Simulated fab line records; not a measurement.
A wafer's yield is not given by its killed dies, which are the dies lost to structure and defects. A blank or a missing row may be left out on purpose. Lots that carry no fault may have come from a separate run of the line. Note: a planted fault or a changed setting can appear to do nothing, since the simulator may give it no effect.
Struck lot and sound lot, side by side -- flow gf180mcu -- 36 steps out of a route of 602
Sound: wafers L885.1, L885.3, L885.5. Struck: wafer L899.4 (L899.1, L899.6, from the same lot, were not struck and are left out); the cause is given at the end.
Order at every step that has rows: each side's tool, ch and its chambers, its first start. Under that, the readings that differ: sound wafers -- struck wafers -- difference of the means -- sigmas: that difference in standard deviations of wafers without a fault.
alike: readings with means less than 2 such deviations apart, plus words and numbers identical on both sides. not compared: withheld readings, readings lacking a value on some wafer, bounds such as >300 that could conceal the same value, and numbers that have no deviation in the record and whose values overlap.
A row with sigmas, a row that says differs or no value, or rows on one side alone: a step with any of these is where the two part. When numbers do not overlap yet have no deviation, they are printed without sigmas and do not part them. Lack of a reading on every wafer of one side parts them only where that side has two or more wafers.

first, 2 steps without rows for these wafers: GF_M1_PEB_12 (peb time 90 s); GF_M1_DEVELOP_13 (develop time 60 s).
GF_M1_CD_MEAS_14: target cd 230 nm.
  sound on cd-sem-01 at day 18 04:38; struck on cd-sem-01 at day 23 06:05
  alike: cd-nm
GF_M1_OVL_MEAS_15:
  sound on overlay-02 at day 18 04:46; struck on overlay-02 at day 23 06:13
  alike: M1_OVL
GF_M1_METAL_ETCH_16: etches the open film in Cl2/BCl3, stops on SiO2, target depth 750.8 nm, time 125.1 s.
  sound on rie-metal-04 ch 0,1, day 18 04:48; struck on rie-metal-01 ch 1, day 23 06:14
reading,sound,struck,difference,sigmas
mfc-cl2-sccm (sccm),79.74 79.59 79.22,80.12,+0.60,+2
  alike: bcl3-flow-sccm, drypump-motor-current-A, oes-product-au, throttle-valve-pct
  not compared: rf-hours-counter-h
GF_M1_STRIP_17: strips in O2/N2.
  sound on plasma-asher-04 ch 0,1, day 18 04:56; struck on plasma-asher-02 ch 0, day 23 06:22
reading,sound,struck,difference,sigmas
heater-power-w (W),357 340 355,313,-38,-2
oes-product-au (a.u.),0.536 0.536 0.542,0.551,+0.013,+3
strip-time-to-endpoint-s (s),7.38 7.33 7.37,7.49,+0.13,+3
  alike: drypump-motor-current-A
  not compared: rf-hours-counter-h
then, 3 steps without rows for these wafers: GF_M1_STRIP_18 (strips in post etch residue remover, time 1200 s); GF_M1_CLEAN_19 (cleans in DIW); GF_V1_CVD_00 (deposits SiO2, target thk 600 nm, time 100 s).
GF_V1_THK_MEAS_01:
  sound on film-metro-03 at day 18 05:37; struck on film-metro-03 at day 23 07:01
  alike: V1_CVD_00_THK
then, 1 step without rows for these wafers: GF_V1_CVD_02 (deposits SiO2 from TEOS, target thk 850 nm, time 94.851 s).
GF_V1_THK_MEAS_03:
  sound on film-metro-03 at day 18 05:45; struck on film-metro-03 at day 23 07:08
  alike: V1_CVD_02_THK
GF_V1_CMP_04: polishes SiO2.
  sound on cmp-01 ch 1,2,3, day 18 05:52; struck on cmp-01 ch 3, day 23 07:12
reading,sound,struck,difference,sigmas
time-to-endpoint-s (s),78 72 79,102,+26,+4
model.SiO2_of_V1_CVD_02.thk-nm (nm),633.8 632.5 632.9,567.6,-65.5,
  alike: motor-current-A, platen-rpm, retaining-ring-pressure-frac
GF_V1_BOW_MEAS_05:
  sound on film-metro-01 at day 18 06:07; struck on film-metro-01 at day 23 07:30
reading,sound,struck,difference,sigmas
V1_BOW (um),86 85 88,71,-15,-2
then, 8 steps without rows for these wafers: GF_V1_DEHYDRATE_06 (time 60 s); GF_V1_HMDS_07 (prime time 60 s); GF_V1_COAT_08; GF_V1_COAT_09 (resist thk 1000 nm); GF_V1_SOFTBAKE_10 (time 60 s); GF_V1_EXPOSE_11 (exposes mask Via1, target cd 260 nm); GF_V1_PEB_12 (peb time 90 s); GF_V1_DEVELOP_13 (develop time 60 s).
GF_V1_CD_MEAS_14: target cd 260 nm.
  sound on cd-sem-02 at day 19 05:59; struck on cd-sem-01 at day 24 05:47
  alike: cd-nm
GF_V1_OVL_MEAS_15:
  sound on overlay-02 at day 19 06:07; struck on overlay-01 at day 24 05:54
  alike: V1_OVL
GF_V1_ETCH_16: etches BARC in N2/H2.
  sound on rie-diel-03 ch 1,3, day 19 06:08; struck on rie-diel-02 ch 3, day 24 05:56
reading,sound,struck,difference,sigmas
oes-product-au (a.u.),0.841 0.849 0.850,0.858,+0.011,+2
  alike: drypump-motor-current-A, throttle-valve-pct
GF_V1_ETCH_17: etches SiO2 in C4F8/O2/Ar, stops on TiN, target depth 630 nm.
  sound: rie-diel-03 ch 1,3; struck: rie-diel-02 ch 3
reading,sound,struck,difference,sigmas
oes-product-au (a.u.),0.852 0.853 0.856,0.802,-0.052,-10
model.etch.depth-nm (nm),633.8 632.5 632.9,567.6,-65.5,
model.V1.feature-depth-nm (nm),633.8 632.5 632.9,567.6,-65.5,
then, 5 steps without rows for these wafers: GF_V1_STRIP_18 (strips in O2/N2); GF_V1_STRIP_19 (strips in post etch residue remover, time 1200 s); GF_V1_CLEAN_20 (cleans in DIW); GF_V1_SPUTTER_21 (material Ti, target thk 15 nm, time 80.02 s); GF_V1_SPUTTER_22 (material TiN, target thk 10 nm, time 40 s).
GF_V1_CVD_23: deposits W, target thk 350 nm, time 105.05 s.
  sound on cvd-w-01 ch 1, day 19 06:55; struck on cvd-w-02 ch 0, day 24 06:44
reading,sound,struck,difference,sigmas
heater-power-w (W),886 841 846,1146,+288,+2
  alike: chamber-pressure-Torr
GF_V1_RS_MEAS_24: measures by four-point-probe.
  sound on film-metro-01 at day 19 07:02; struck on film-metro-04 at day 24 06:51
  alike: V1_W_RS
GF_V1_THK_MEAS_25: measures by xrf.
  sound on film-metro-01 at day 19 07:10; struck on film-metro-04 at day 24 06:58
  alike: V1_W_THK
GF_V1_CMP_26: polishes, stops on SiO2, t overpolish 15 s, target thk 0 nm.
  sound on cmp-01 ch 1,2, day 19 07:13; struck on cmp-01 ch 1, day 24 08:25
reading,sound,struck,difference,sigmas
model.SiO2_of_V1_CVD_02.thk-nm (nm),630 628.7 629.1,563.8,-65.5,
  alike: motor-current-A, platen-rpm, retaining-ring-pressure-frac
GF_M2_SPUTTER_00: material Ti, target thk 37.5 nm, time 150 s.
  sound on pvd-sputter-02 at day 19 07:31; struck on pvd-sputter-02 at day 24 08:40
  alike: throttle-valve-pct

## WHERE THEY PART
Last at GF_V1_CVD_23 as far as this record goes, first at GF_M1_METAL_ETCH_16. Later steps at which nothing parts them and some readings are alike: GF_V1_RS_MEAS_24, GF_V1_THK_MEAS_25, GF_V1_CMP_26, GF_M2_SPUTTER_00.

WHY: what had been put in by the simulator
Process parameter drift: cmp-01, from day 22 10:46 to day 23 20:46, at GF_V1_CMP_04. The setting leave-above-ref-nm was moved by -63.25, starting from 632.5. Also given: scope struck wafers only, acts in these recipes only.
